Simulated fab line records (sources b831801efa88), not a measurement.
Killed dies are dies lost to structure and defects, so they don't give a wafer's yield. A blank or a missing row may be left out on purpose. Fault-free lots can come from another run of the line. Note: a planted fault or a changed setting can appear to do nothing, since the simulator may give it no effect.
fab line records	flow gf180mcu	part 1 of 2: steps 1 to 27 of 37
[record] lots = 5	wafers = 15	last-day = 34
route steps=602 shown V1@337 M2@362
lots with no fault: from the same line, run without faults
start-h: the number of hours between the record's first day and the start of the first shown wafer of the lot	wait-h: time in hours since the lot's previous step	" same as the row above	L1.1+2: a row that stands for several wafers	- no value present, or no start provided	* or withheld: withheld	< > ~ a bound
route shown NAME@n: names a module that has steps shown in the file, with the first one's number in the route	usual: mean/standard deviation taken from wafers without a fault	same: alike in all rows	chamber/n: place in a boat	sites: readings site by site	_std_site: their standard deviation	_edge_site: outer sites' mean less inner sites'	radius-mm: for every site, how far away it sits from the centre of the wafer	mask NAME#n: copy n	behind: the last tool/chamber to shape the wafer	hold: reason for holding the lot/hours on hold/outcome of the hold	device: the n, p or np transistor that did not switch	end of line: the same wafers' tests at the end of the route	step lacking rows: just its recipe	killed: count of dies lost to structure and defects at first sort (not the wafer's yield)	map: per-die view of a wafer (x killed, . not killed, _ where there is no die)
set.NAME: the setting the step ran with; set.NAME@STEP: the setting that earlier step ran with	model.NAME: the simulator's own value behind a step, which no gauge read
lots at some steps of the route; a table a step, a row a wafer
services: from which hour (start-h, from the record's first day; less than 0 if before it) a tool's chamber was out of use, for how many hours, and why
[[steps]]
[step GF_V1_CVD_02]
[recipe] material = SiO2	target-thk-nm = 850	precursor = TEOS	temp-c = 400	time-s = 94.851	rf-w = 600
[usual] heater-power-w = 690/99
lot.wafer	tool	chamber	start-h	wait-h	heater-power-w
L080.1	pecvd-04	1	446.15	0.1	517
L080.2	"	0	"	"	620
L080.3	"	2	"	"	831
L081.2	pecvd-02	0	460.61	0.0	632
L081.5	"	1	"	"	746
L081.6	"	0	"	"	669
L082.1	pecvd-04	0	461.86	0.1	666
L082.2	"	2	"	"	826
L082.5	"	1	"	"	536
L096.3	pecvd-01	2	571.54	0.0	695
L096.4	"	2	"	"	707
L096.6	"	1	"	"	804
L097.1	pecvd-01	2	580.65	0.1	712
L097.4	"	2	"	"	606
L097.6	"	0	"	"	782
[step GF_V1_THK_MEAS_03]
[recipe] reads = SiO2_of_V1_CVD_02
[usual] V1_CVD_02_THK = 853/12
lot.wafer	tool	chamber	start-h	wait-h	V1_CVD_02_THK[nm]
L080.1	film-metro-01	-	446.22	0.0	871
L080.2	"	-	"	"	840
L080.3	"	-	"	"	846
L081.2	film-metro-01	-	460.69	0.0	833
L081.5	"	-	"	"	874
L081.6	"	-	"	"	860
L082.1	film-metro-03	-	461.93	0.0	848
L082.2	"	-	"	"	855
L082.5	"	-	"	"	881
L096.3	film-metro-04	-	571.63	0.1	846
L096.4	"	-	"	"	865
L096.6	"	-	"	"	865
L097.1	film-metro-03	-	580.72	0.0	836
L097.4	"	-	"	"	846
L097.6	"	-	"	"	851
[step GF_V1_CMP_04]
[recipe] material = SiO2	down-force-psi = 4	platen-rpm = 60	pad-velocity-m-s = 0.94248
[usual] motor-current-A = 12.0/1	time-to-endpoint-s = 85/6.1
lot.wafer	tool	chamber	start-h	wait-h	motor-current-A	time-to-endpoint-s
L080.1	cmp-01	3	446.28	0.1	12.8	90
L080.2	"	0	"	"	14.1	73
L080.3	"	1	"	"	10.5	82
L081.2	cmp-02	3	460.84	0.1	12.5	76
L081.5	"	1	"	"	12.9	87
L081.6	"	2	"	"	12.6	87
L082.1	cmp-01	3	461.99	0.1	12.2	80
L082.2	"	0	"	"	13.0	78
L082.5	"	3	"	"	12.7	94
L096.4	cmp-02	1	571.72	0.1	13.2	85
L096.3	"	2	"	"	13.2	86
L096.6	"	0	"	"	10.9	91
L097.1	cmp-02	3	580.88	0.1	11.9	77
L097.4	"	0	"	"	11.1	85
L097.6	"	2	"	"	13.2	86
[step GF_V1_BOW_MEAS_05]
[recipe] mode = bow
[usual] V1_BOW = 82/7.3
lot.wafer	tool	chamber	start-h	wait-h	V1_BOW[um]
L080.1	film-metro-03	-	446.58	0.2	84
L080.2	"	-	"	"	79
L080.3	"	-	"	"	77
L081.2	film-metro-04	-	461.06	0.2	83
L081.5	"	-	"	"	69
L081.6	"	-	"	"	75
L082.1	film-metro-04	-	462.29	0.2	78
L082.2	"	-	"	"	90
L082.5	"	-	"	"	84
L096.3	film-metro-01	-	572.01	0.2	80
L096.4	"	-	"	"	81
L096.6	"	-	"	"	77
L097.1	film-metro-04	-	581.08	0.1	76
L097.4	"	-	"	"	87
L097.6	"	-	"	"	83
[step GF_V1_DEHYDRATE_06]
[recipe] temp-c = 200	time-s = 60
[usual] heater-power-total-W = 160.38/0.12
lot.wafer	tool	chamber	start-h	wait-h	heater-power-total-W
L080.1	litho-track-01	0	458.28	11.7	160.56
L080.2	"	0	"	"	160.46
L080.3	"	0	"	"	160.36
L081.2	litho-track-02	0	471.99	10.9	160.23
L081.5	"	0	"	"	160.56
L081.6	"	0	"	"	160.35
L082.1	litho-track-01	0	473.48	11.2	160.37
L082.2	"	0	"	"	160.58
L082.5	"	0	"	"	160.66
L096.3	litho-track-01	0	582.28	10.2	160.49
L096.4	"	0	"	"	160.45
L096.6	"	0	"	"	160.17
L097.1	litho-track-04	0	590.81	9.7	160.15
L097.4	"	0	"	"	160.27
L097.6	"	0	"	"	160.55
[step GF_V1_HMDS_07]
[recipe] prime-time-s = 60	prime-temp-c = 120
lot.wafer	tool	chamber	start-h	wait-h
L080.1+2+3	litho-track-01	0	458.43	0.1
L081.2+5+6	litho-track-02	0	472.14	0.1
L082.1+2+5	litho-track-01	0	473.63	0.1
L096.3+4+6	litho-track-01	0	582.43	0.1
L097.1+4+6	litho-track-04	0	590.96	0.1
[step GF_V1_COAT_08]
[recipe] resist = BARC	temp-c = withheld	time-s = withheld	spin-rpm = withheld	resist-thk-nm = withheld
lot.wafer	tool	chamber	start-h	wait-h
L080.1+2+3	litho-track-01	0	458.58	0.1
L081.2+5+6	litho-track-02	0	472.29	0.1
L082.1+2+5	litho-track-01	0	473.78	0.1
L096.3+4+6	litho-track-01	0	582.58	0.1
L097.1+4+6	litho-track-04	0	591.11	0.1
[step GF_V1_COAT_09]
[recipe] resist = KrF	spin-rpm = withheld	resist-thk-nm = 1000
lot.wafer	tool	chamber	start-h	wait-h
L080.1+2+3	litho-track-01	0	-	-
L081.2+5+6	litho-track-02	0	-	-
L082.1+2+5	litho-track-01	0	-	-
L096.3+4+6	litho-track-01	0	-	-
L097.1+4+6	litho-track-04	0	-	-
[step GF_V1_SOFTBAKE_10]
[recipe] temp-c = 130	time-s = 60	resist = KrF
[usual] heater-power-total-W = 93.05/0.058
lot.wafer	tool	chamber	start-h	wait-h	heater-power-total-W
L080.1	litho-track-01	0	-	-	93.13
L080.2	"	0	"	"	93.10
L080.3	"	0	"	"	92.96
L081.2	litho-track-02	0	-	-	93.05
L081.5	"	0	"	"	93.13
L081.6	"	0	"	"	93.00
L082.1	litho-track-01	0	-	-	93.14
L082.2	"	0	"	"	93.03
L082.5	"	0	"	"	93.10
L096.3	litho-track-01	0	-	-	93.11
L096.4	"	0	"	"	93.07
L096.6	"	0	"	"	92.97
L097.1	litho-track-04	0	-	-	93.03
L097.4	"	0	"	"	93.14
L097.6	"	0	"	"	93.18
[step GF_V1_EXPOSE_11]
[recipe] mask-id = Via1	target-cd-nm = 260	na = 0.68	source-shape = conventional	sigma-outer = 0.6	dose-mj = 38
lot.wafer	tool	chamber	start-h	wait-h	mask
L080.1+2+3	krf-scanner-01	0	-	-	Via1#0
L081.2+5+6	krf-scanner-01	0	-	-	Via1#0
L082.1+2+5	krf-scanner-01	0	-	-	Via1#0
L096.3+4+6	krf-scanner-01	0	-	-	Via1#0
L097.1+4+6	krf-scanner-02	0	-	-	Via1#0
[step GF_V1_PEB_12]
[recipe] peb-temp-c = 135	peb-time-s = 90	resist = KrF
[usual] heater-power-total-W = 85.70/0.083
lot.wafer	tool	chamber	start-h	wait-h	heater-power-total-W
L080.1	litho-track-02	0	-	-	85.71
L080.2	"	0	"	"	85.60
L080.3	"	0	"	"	85.65
L081.2	litho-track-01	0	-	-	85.66
L081.5	"	0	"	"	85.60
L081.6	"	0	"	"	85.65
L082.1	litho-track-01	0	-	-	85.74
L082.2	"	0	"	"	85.67
L082.5	"	0	"	"	85.81
L096.3	litho-track-02	0	-	-	85.65
L096.4	"	0	"	"	85.84
L096.6	"	0	"	"	85.59
L097.1	litho-track-02	0	-	-	85.75
L097.4	"	0	"	"	85.84
L097.6	"	0	"	"	85.54
[step GF_V1_DEVELOP_13]
[recipe] develop-time-s = 60	resist = KrF	dev-temp-c = 21
lot.wafer	tool	chamber	start-h	wait-h
L080.1+2+3	litho-track-02	0	470.27	0.2
L081.2+5+6	litho-track-01	0	484.20	0.2
L082.1+2+5	litho-track-01	0	486.18	0.2
L096.3+4+6	litho-track-02	0	593.02	0.1
L097.1+4+6	litho-track-02	0	601.77	0.2
[step GF_V1_CD_MEAS_14]
[recipe] target-cd-nm = 260
[usual] cd-nm = 259.8/1.2
lot.wafer	tool	chamber	start-h	wait-h	cd-nm
L080.1	cd-sem-02	-	470.42	0.1	259.3
L080.2	"	-	"	"	260.5
L080.3	"	-	"	"	258.5
L081.2	cd-sem-01	-	484.35	0.1	257.9
L081.5	"	-	"	"	259.2
L081.6	"	-	"	"	259.0
L082.1	cd-sem-02	-	486.33	0.1	259.3
L082.2	"	-	"	"	258.1
L082.5	"	-	"	"	259.3
L096.3	cd-sem-02	-	593.16	0.1	259.3
L096.4	"	-	"	"	260.3
L096.6	"	-	"	"	260.0
L097.1	cd-sem-02	-	601.92	0.1	261.0
L097.4	"	-	"	"	261.4
L097.6	"	-	"	"	260.0
[step GF_V1_OVL_MEAS_15]
[usual] V1_OVL = 1/6
lot.wafer	tool	chamber	start-h	wait-h	V1_OVL[nm]
L080.1	overlay-02	-	470.54	0.1	3
L080.2	"	-	"	"	6
L080.3	"	-	"	"	-9
L081.2	overlay-01	-	484.45	0.1	-9
L081.5	"	-	"	"	-3
L081.6	"	-	"	"	-3
L082.1	overlay-02	-	486.45	0.1	-6
L082.2	"	-	"	"	4
L082.5	"	-	"	"	5
L096.3	overlay-01	-	593.25	0.1	-7
L096.4	"	-	"	"	-1
L096.6	"	-	"	"	-3
L097.1	overlay-01	-	602.04	0.1	4
L097.4	"	-	"	"	-1
L097.6	"	-	"	"	-6
[step GF_V1_ETCH_16]
[recipe] chemistry = N2/H2	target-depth-a = withheld	overetch-a = withheld	time-s = withheld	target = BARC	ion-energy-ev = 200	source-w = 500	bias-w = 100	pressure-mtorr = 30	n2-flow-sccm = 100	h2-flow-sccm = 200
[usual] drypump-motor-current-A = 5.9/0.45	oes-product-au = 0.855/0.0039	throttle-valve-pct = 13.224/0.0093
lot.wafer	tool	chamber	start-h	wait-h	drypump-motor-current-A	oes-product-au	throttle-valve-pct
L080.1	rie-diel-02	0	470.57	0.0	6.0	0.850	13.228
L080.2	"	1	"	"	6.3	0.856	13.222
L080.3	"	2	"	"	6.4	0.856	13.237
L081.2	rie-diel-01	0	484.48	0.0	6.4	0.851	13.230
L081.5	"	1	"	"	5.7	0.857	13.221
L081.6	"	0	"	"	6.4	0.856	13.223
L082.1	rie-diel-02	0	486.48	0.0	6.0	0.855	13.227
L082.2	"	1	"	"	6.3	0.857	13.215
L082.5	"	3	"	"	5.3	0.855	13.231
L096.3	rie-diel-01	3	593.27	0.0	5.2	0.855	13.214
L096.4	"	0	"	"	6.4	0.853	13.233
L096.6	"	1	"	"	5.7	0.851	13.215
L097.1	rie-diel-02	2	602.07	0.0	6.4	0.850	13.240
L097.4	"	0	"	"	6.0	0.850	13.222
L097.6	"	1	"	"	6.3	0.856	13.225
[step GF_V1_ETCH_17]
[recipe] chemistry = C4F8/O2/Ar	mask-material = KrF	target = SiO2	stop-on = TiN	source-w = 1500	bias-w = 1200	pressure-mtorr = 40	c4f8-flow-sccm = withheld	O2_flow_sccm = 6	Ar_flow_sccm = 300	time-s = withheld	target-depth-a = 6300
[usual] oes-product-au = 0.856/0.0046
lot.wafer	tool	chamber	start-h	wait-h	oes-product-au
L080.1	rie-diel-02	0	-	-	0.855
L080.2	"	1	"	"	0.858
L080.3	"	2	"	"	0.853
L081.2	rie-diel-01	0	-	-	0.853
L081.5	"	1	"	"	0.853
L081.6	"	0	"	"	0.849
L082.1	rie-diel-02	0	-	-	0.849
L082.2	"	1	"	"	0.850
L082.5	"	3	"	"	0.865
L096.3	rie-diel-01	3	-	-	0.848
L096.4	"	0	"	"	0.858
L096.6	"	1	"	"	0.855
L097.1	rie-diel-02	2	-	-	0.849
L097.4	"	0	"	"	0.858
L097.6	"	1	"	"	0.848
[step GF_V1_STRIP_18]
[recipe] chemistry = O2/N2	power-w = 1400	pressure-mtorr = 1500	platen-temp-c = 250	o2-flow-sccm = 3000	n2-flow-sccm = 300	overash-fraction = 0.5
[usual] drypump-motor-current-A = 6.0/0.54	heater-power-w = 349/26	oes-product-au = 0.593/0.0054	platen-temp-c = 249.99/0.17
lot.wafer	tool	chamber	start-h	wait-h	drypump-motor-current-A	heater-power-w	oes-product-au	platen-temp-c	rf-hours-counter-h
L080.1	plasma-asher-04	1	470.70	-	5.9	343	0.580	250.14	34
L080.2	"	0	"	"	5.7	346	0.582	250.02	34
L080.3	"	1	"	"	5.9	339	0.596	250.02	-
L081.2	plasma-asher-01	1	484.61	-	6.4	382	0.585	250.42	70
L081.5	"	0	"	"	6.4	355	0.604	249.95	-
L081.6	"	1	"	"	6.4	384	0.599	249.99	-
L082.1	plasma-asher-03	0	486.61	-	6.5	289	0.577	249.97	5
L082.2	"	1	"	"	4.9	347	0.595	250.07	5
L082.5	"	0	"	"	6.5	299	0.607	249.95	-
L096.3	plasma-asher-01	1	593.44	-	6.4	387	0.586	250.04	-
L096.4	"	0	"	"	6.4	354	0.587	249.89	-
L096.6	"	1	"	"	6.4	386	0.602	249.97	-
L097.1	plasma-asher-04	1	602.20	-	5.8	341	0.594	250.08	49
L097.4	"	0	"	"	5.7	348	0.591	249.98	-
L097.6	"	1	"	"	5.9	348	0.600	250.02	-
[step GF_V1_STRIP_19]
[recipe] chemistry = post-etch-residue-remover	time-s = 1200	temp-c = 72.5
lot.wafer	tool	chamber	start-h	wait-h
L080.1+2+3	wet-bench-03	0	470.80	0.1
L081.2+5+6	wet-bench-02	2	484.71	0.1
L082.1+2+5	wet-bench-01	1	486.71	0.1
L096.3+4+6	wet-bench-01	1	593.50	0.0
L097.1+4+6	wet-bench-03	3	602.30	0.1
[step GF_V1_CLEAN_20]
[recipe] chemistry = DIW	dry = n2-spin
lot.wafer	tool	chamber	start-h	wait-h
L080.1+2+3	wet-bench-01	0	471.15	0.0
L081.2+5+6	wet-bench-03	2	485.08	0.0
L082.1+2+5	wet-bench-03	2	487.08	0.0
L096.3+4+6	wet-bench-02	0	593.84	0.0
L097.1+4+6	wet-bench-03	2	602.71	0.0
[step GF_V1_SPUTTER_21]
[recipe] material = Ti	target-thk-nm = 15	chamber-pressure-pa = 5	power-w = 2500	substrate-temp-c = 200	time-s = 80.02
[usual] chamber-pressure-pa = 5.001/0.01	substrate-temp-c = 200.01/0.16	throttle-valve-pct = 30.3/0.77
lot.wafer	tool	chamber	start-h	wait-h	chamber-pressure-pa	substrate-temp-c	throttle-valve-pct
L080.1	pvd-sputter-03	-	471.25	0.0	5.010	200.02	29.7
L080.2	"	-	"	"	4.979	199.88	28.6
L080.3	"	-	"	"	4.998	199.94	30.1
L081.2	pvd-sputter-01	-	485.18	0.0	4.995	199.84	30.7
L081.5	"	-	"	"	5.007	199.94	30.9
L081.6	"	-	"	"	5.001	199.91	30.3
L082.1	pvd-sputter-01	-	487.18	0.0	4.995	199.95	30.2
L082.2	"	-	"	"	5.000	199.96	30.5
L082.5	"	-	"	"	5.003	200.05	30.9
L096.3	pvd-sputter-03	-	593.94	0.0	4.996	199.95	29.3
L096.4	"	-	"	"	5.028	199.83	30.5
L096.6	"	-	"	"	5.005	199.96	30.7
L097.1	pvd-sputter-01	-	602.82	0.0	5.022	200.04	30.3
L097.4	"	-	"	"	4.991	200.10	30.0
L097.6	"	-	"	"	5.003	200.00	30.5
[step GF_V1_SPUTTER_22]
[recipe] material = TiN	target-thk-nm = 10	chamber-pressure-pa = 5	power-w = 4000	time-s = 40
[usual] chamber-pressure-pa = 5.001/0.0099	throttle-valve-pct = 30.3/0.75
lot.wafer	tool	chamber	start-h	wait-h	chamber-pressure-pa	throttle-valve-pct
L080.1	pvd-sputter-03	-	471.31	0.0	4.991	29.3
L080.2	"	-	"	"	5.002	28.7
L080.3	"	-	"	"	4.990	30.6
L081.2	pvd-sputter-01	-	485.24	0.0	4.997	30.2
L081.5	"	-	"	"	5.008	30.8
L081.6	"	-	"	"	4.993	30.4
L082.1	pvd-sputter-01	-	487.24	0.0	5.005	30.4
L082.2	"	-	"	"	4.980	30.3
L082.5	"	-	"	"	5.002	30.8
L096.3	pvd-sputter-03	-	594.00	0.0	5.000	29.5
L096.4	"	-	"	"	5.000	30.4
L096.6	"	-	"	"	4.993	30.5
L097.1	pvd-sputter-01	-	602.88	0.0	5.000	30.1
L097.4	"	-	"	"	4.997	30.4
L097.6	"	-	"	"	5.010	30.2
[step GF_V1_CVD_23]
[recipe] material = W	target-thk-nm = 350	time-s = 105.05	temp-c = 400	pressure-torr = 40
[usual] heater-power-w = 847/23
lot.wafer	tool	chamber	start-h	wait-h	heater-power-w
L080.1	cvd-w-01	1	471.35	0.0	817
L080.2	"	0	"	"	815
L080.3	"	0	"	"	843
L081.2	cvd-w-02	0	485.28	0.0	869
L081.5	"	1	"	"	826
L081.6	"	0	"	"	882
L082.1	cvd-w-02	1	487.28	0.0	838
L082.2	"	0	"	"	862
L082.5	"	1	"	"	848
L096.3	cvd-w-02	0	594.07	0.1	874
L096.4	"	1	"	"	843
L096.6	"	0	"	"	869
L097.1	cvd-w-01	1	602.92	0.0	826
L097.4	"	1	"	"	810
L097.6	"	0	"	"	832
[step GF_V1_RS_MEAS_24]
[recipe] thk-meas-gauge = four-point-probe	reads = W_of_V1_CVD_23+TiN_of_V1_SPUTTER_22+Ti_of_V1_SPUTTER_21
[usual] V1_W_RS = 0.329/0.0057
lot.wafer	tool	chamber	start-h	wait-h	V1_W_RS[ohm/sq]
L080.1	film-metro-01	-	471.46	0.1	0.334
L080.2	"	-	"	"	0.321
L080.3	"	-	"	"	0.325
L081.2	film-metro-03	-	485.41	0.1	0.332
L081.5	"	-	"	"	0.326
L081.6	"	-	"	"	0.329
L082.1	film-metro-04	-	487.39	0.1	0.331
L082.2	"	-	"	"	0.336
L082.5	"	-	"	"	0.331
L096.3	film-metro-01	-	594.19	0.1	0.329
L096.4	"	-	"	"	0.323
L096.6	"	-	"	"	0.333
L097.1	film-metro-01	-	603.03	0.1	0.329
L097.4	"	-	"	"	0.335
L097.6	"	-	"	"	0.320
[step GF_V1_THK_MEAS_25]
[recipe] thk-meas-gauge = xrf	reads = W_of_V1_CVD_23
[usual] V1_W_THK = 359/7
lot.wafer	tool	chamber	start-h	wait-h	V1_W_THK[nm]
L080.1	film-metro-01	-	471.58	0.1	353
L080.2	"	-	"	"	363
L080.3	"	-	"	"	362
L081.2	film-metro-03	-	485.52	0.1	354
L081.5	"	-	"	"	360
L081.6	"	-	"	"	356
L082.1	film-metro-04	-	487.51	0.1	359
L082.2	"	-	"	"	352
L082.5	"	-	"	"	358
L096.3	film-metro-01	-	594.29	0.1	356
L096.4	"	-	"	"	363
L096.6	"	-	"	"	352
L097.1	film-metro-01	-	603.15	0.1	360
L097.4	"	-	"	"	355
L097.6	"	-	"	"	369
[step GF_V1_CMP_26]
[recipe] stop-on = SiO2	down-force-psi = 3.5	platen-rpm = 60	t-overpolish-s = 15	target-thk-nm = 0	pad-velocity-m-s = 0.94248
[usual] motor-current-A = 10.9/0.97	overpolish-run-s = 15.000/0.009	time-to-endpoint-s = 86/4.5
lot.wafer	tool	chamber	start-h	wait-h	motor-current-A	overpolish-run-s	time-to-endpoint-s
L080.2	cmp-02	1	471.69	0.1	12.4	15.003	87
L080.3	"	2	"	"	12.2	15.016	91
L080.1	"	3	"	"	11.4	14.992	88
L081.2	cmp-01	0	485.57	0.0	12.8	15.013	79
L081.6	"	0	"	"	12.3	14.985	76
L081.5	"	1	"	"	10.1	14.993	84
L082.1	cmp-01	2	487.57	0.1	9.8	15.010	83
L082.2	"	3	"	"	11.3	14.994	84
L082.5	"	3	"	"	12.1	15.006	85
L096.3	cmp-02	3	594.38	0.1	11.6	15.003	84
L096.4	"	0	"	"	9.5	14.975	91
L096.6	"	3	"	"	10.7	15.005	82
L097.1	cmp-01	1	603.21	0.1	9.7	15.007	83
L097.4	"	3	"	"	10.8	14.993	85
L097.6	"	2	"	"	9.9	15.007	85
[step GF_M2_SPUTTER_00]
[recipe] material = Ti	target-thk-nm = 37.5	arriving-ion-energy-ev = 80	substrate-temp-c = 200	chamber-pressure-pa = 2	power-w = 4000	time-s = 150
[usual] chamber-pressure-pa = 2.000/0.0038	substrate-temp-c = 200.02/0.16	throttle-valve-pct = 29.8/0.89
lot.wafer	tool	chamber	start-h	wait-h	chamber-pressure-pa	substrate-temp-c	throttle-valve-pct
L080.1	pvd-sputter-03	-	471.94	0.1	2.009	199.73	29.5
L080.2	"	-	"	"	1.996	199.76	30.4
L080.3	"	-	"	"	2.006	200.06	28.5
L081.2	pvd-sputter-03	-	485.87	0.2	2.001	199.82	30.5
L081.5	"	-	"	"	2.010	200.14	28.5
L081.6	"	-	"	"	2.002	199.99	29.5
L082.1	pvd-sputter-03	-	487.87	0.2	2.001	199.98	29.5
L082.2	"	-	"	"	1.997	200.00	30.3
L082.5	"	-	"	"	1.999	200.32	30.1
L096.3	pvd-sputter-01	-	594.63	0.2	2.002	200.03	29.9
L096.4	"	-	"	"	2.000	199.71	30.4
L096.6	"	-	"	"	2.000	200.00	30.1
L097.1	pvd-sputter-01	-	603.51	0.2	1.996	199.82	30.2
L097.4	"	-	"	"	1.999	200.22	30.9
L097.6	"	-	"	"	2.001	199.91	29.9
[step GF_M2_SPUTTER_01]
[recipe] material = TiN	target-thk-nm = 30	power-w = 6500	time-s = 25	chamber-pressure-pa = 0.4
[usual] chamber-pressure-pa = 0.4001/0.00081	throttle-valve-pct = 29.8/0.88
lot.wafer	tool	chamber	start-h	wait-h	chamber-pressure-pa	throttle-valve-pct
L080.1	pvd-sputter-03	-	472.04	0.1	0.3995	29.5
L080.2	"	-	"	"	0.3998	30.3
L080.3	"	-	"	"	0.3989	29.0
L081.2	pvd-sputter-03	-	485.97	0.1	0.3990	30.2
L081.5	"	-	"	"	0.4000	28.6
L081.6	"	-	"	"	0.3992	29.4
L082.1	pvd-sputter-03	-	487.97	0.1	0.4006	29.4
L082.2	"	-	"	"	0.3985	30.3
L082.5	"	-	"	"	0.4000	30.0
L096.3	pvd-sputter-01	-	594.73	0.1	0.3988	29.9
L096.4	"	-	"	"	0.3997	30.3
L096.6	"	-	"	"	0.3990	30.3
L097.1	pvd-sputter-01	-	603.61	0.1	0.3992	30.3
L097.4	"	-	"	"	0.3999	30.6
L097.6	"	-	"	"	0.4003	30.3
